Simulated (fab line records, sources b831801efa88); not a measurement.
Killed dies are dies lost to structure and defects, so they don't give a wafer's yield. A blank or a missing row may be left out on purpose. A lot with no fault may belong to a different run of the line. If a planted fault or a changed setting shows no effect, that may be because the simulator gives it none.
Struck lot and sound lot, side by side | flow sky130 | 34 out of 708 route steps
Sound: these wafers, L965.1, L965.5, L965.6. Wafers struck: L957.1, L957.3, L957.4. At the end, the cause is stated.
At each step with rows: each side's tool, then ch and its chambers, then its first start. Under that, the readings that differ: sound wafers | struck wafers | difference of the means | sigmas: that difference in standard deviations of wafers without a fault.
alike: same words and numbers on both sides, and readings whose means sit less than 2 such deviations apart. not compared: any withheld reading, any reading some wafer has no value for, any bound like >300 that may hide the same value, and any number with overlapping values for which the record gives no deviation.
Wherever a step has rows on one side only, a row that says differs or no value, or a row with sigmas, the two part there. Numbers that don't overlap but have no deviation are shown without sigmas and don't part them. A reading missing from all wafers of one side parts the sides only when that side holds two or more wafers.

first, 9 steps without rows for these wafers: SKY_METAL2_DEVELOP_14 (develop time 60 s); SKY_METAL2_DESCUM_17 (chemistry O2, time 8 s); SKY_METAL2_ETCH_18 (etches BARC in N2/H2, stops on SiO2, time 45.9 s, target depth 60 nm); SKY_METAL2_METAL_ETCH_19 (etches the open film in Cl2/BCl3, stops on SiO2, target depth 360 nm, time 78 s); SKY_METAL2_STRIP_20 (strips in O2/N2); SKY_METAL2_STRIP_21 (strips in post etch residue remover, time 1200 s); SKY_METAL2_CLEAN_22 (cleans in IPA, time 180 s); SKY_METAL2_CLEAN_23 (cleans in O3/DIW); SKY_VIA2_HDPCVD_00 (deposits SiO2, target thk 1180 nm, time 196.7 s).
SKY_VIA2_CMP_02: polishes SiO2.
  sound on cmp-02 ch 0,1, day 41 06:16; struck on cmp-01 ch 1,2,3, day 39 01:08
  alike: edge-zone-pressure-frac, head-pressure-psi, motor-current-A, slurry-filter-dp-kPa
then, 23 steps without rows for these wafers: SKY_VIA2_DEHYDRATE_04 (time 60 s); SKY_VIA2_HMDS_05 (prime time 60 s); SKY_VIA2_COAT_06 (resist thk 60 nm); SKY_VIA2_COAT_07 (resist thk 450 nm); SKY_VIA2_SOFTBAKE_08 (time 90 s); SKY_VIA2_EXPOSE_09 (exposes mask VIM2, target cd 200 nm); SKY_VIA2_PEB_10; SKY_VIA2_DEVELOP_11 (develop time 60 s); SKY_VIA2_ETCH_14 (etches BARC in N2/H2, stops on SiO2, time 45.9 s, target depth 60 nm); SKY_VIA2_ETCH_15 (etches SiO2 in C4F8/O2/Ar, stops on TiN, target depth 546 nm, time 84 s); SKY_VIA2_STRIP_16 (strips in O2/N2); SKY_VIA2_STRIP_17 (strips in post etch residue remover, time 1200 s); SKY_VIA2_CLEAN_18 (cleans in IPA, time 180 s); SKY_VIA2_CLEAN_19 (cleans in O3/DIW); SKY_VIA2_SPUTTER_20 (material TiN, target thk 20 nm, time 80 s); SKY_VIA2_CVD_21 (deposits W, target thk 420 nm, time 126.4 s); SKY_VIA2_CMP_24 (polishes, stops on SiO2, t overpolish 20 s, target thk 0 nm); SKY_METAL3_SPUTTER_00 (material Ti, target thk 15 nm, time 10 s); SKY_METAL3_SPUTTER_01 (material TiN, target thk 20 nm, time 16.7 s); SKY_METAL3_SPUTTER_02 (material AlCu, target thk 735 nm, time 39.1 s); SKY_METAL3_SPUTTER_03 (material Ti, target thk 5 nm, time 3.3 s); SKY_METAL3_SPUTTER_04 (material TiN, target thk 70 nm, time 58.3 s); SKY_CAPM_CVD_00 (deposits SiO2, target thk 15.5 nm).
-- the record jumps here: 10 days lie between the struck wafers' starts before and after (it left off in module CAPM and takes up again in module PAD_OPEN, whose first step shown is number 708 of the route) --
SKY_PAD_OPEN_PROBE_99:
  sound on prober-01 at day 50 06:04; struck on prober-01 at day 48 19:51
  reading                               | sound               | struck            | difference | sigmas
  defect-limited-yield (%)              | 80.5 81.1 82.9      | 46.3 46.1 46.7    | -35.1      | -18
  killed_at_M0_to_M3                    | 50 48 44            | 238 229 223       | +183       | +27
  killed-dies                           | 96 93 84            | 264 265 262       | +173       | +18
  killed-on-rim                         | 13 29 13            | 57 56 51          | +36        | +9
  killed-short                          | 44 37 39            | 24 27 30          | -13        | -2
  sort_bin_3_pad_short (%)              | 0.4 1.4 0.6         | 3.3 4.5 4.3       | +3.2       | +9
  sort_bin_5_function (%)               | 11.8 11.4 11.6      | 32.3 34.1 36.4    | +22.7      | +15
  sort_bin_6_memory (%)                 | 7.3 6.1 4.9         | 18.1 15.2 12.6    | +9.2       | +8
  sort-n-pass                           | 396 399 408         | 228 227 230       | -173       | -18
  sort-yield-pct (%)                    | 80.5 81.1 82.9      | 46.3 46.1 46.7    | -35.1      | -18
  model.etest.tester.sort-n-pass        | 396 399 408         | 228 227 230       | -173       |
  model.etest.tester.sort-yield-pct (%) | 80.49 81.1 82.93    | 46.34 46.14 46.75 | -35.10     |
  model.etest.tester.sort_bin_5_pct (%) | 11.79 11.38 11.59   | 32.32 34.15 36.38 | +22.70     |
  model.etest.tester.sort_bin_6_pct (%) | 7.317 6.098 4.878   | 18.09 15.24 12.6  | +9.21      |
  model.etest.tester.sort_bin_3_pct (%) | 0.4065 1.423 0.6098 | 3.252 4.472 4.268 | +3.184     |
  alike: killed_at_M4_up, killed-at-contacts, killed-at-front-end, killed-at-other, killed-open

== WHERE THEY PART ==
At SKY_PAD_OPEN_PROBE_99 and nowhere else, as far as this record goes.

WHY: the cause the simulator had injected
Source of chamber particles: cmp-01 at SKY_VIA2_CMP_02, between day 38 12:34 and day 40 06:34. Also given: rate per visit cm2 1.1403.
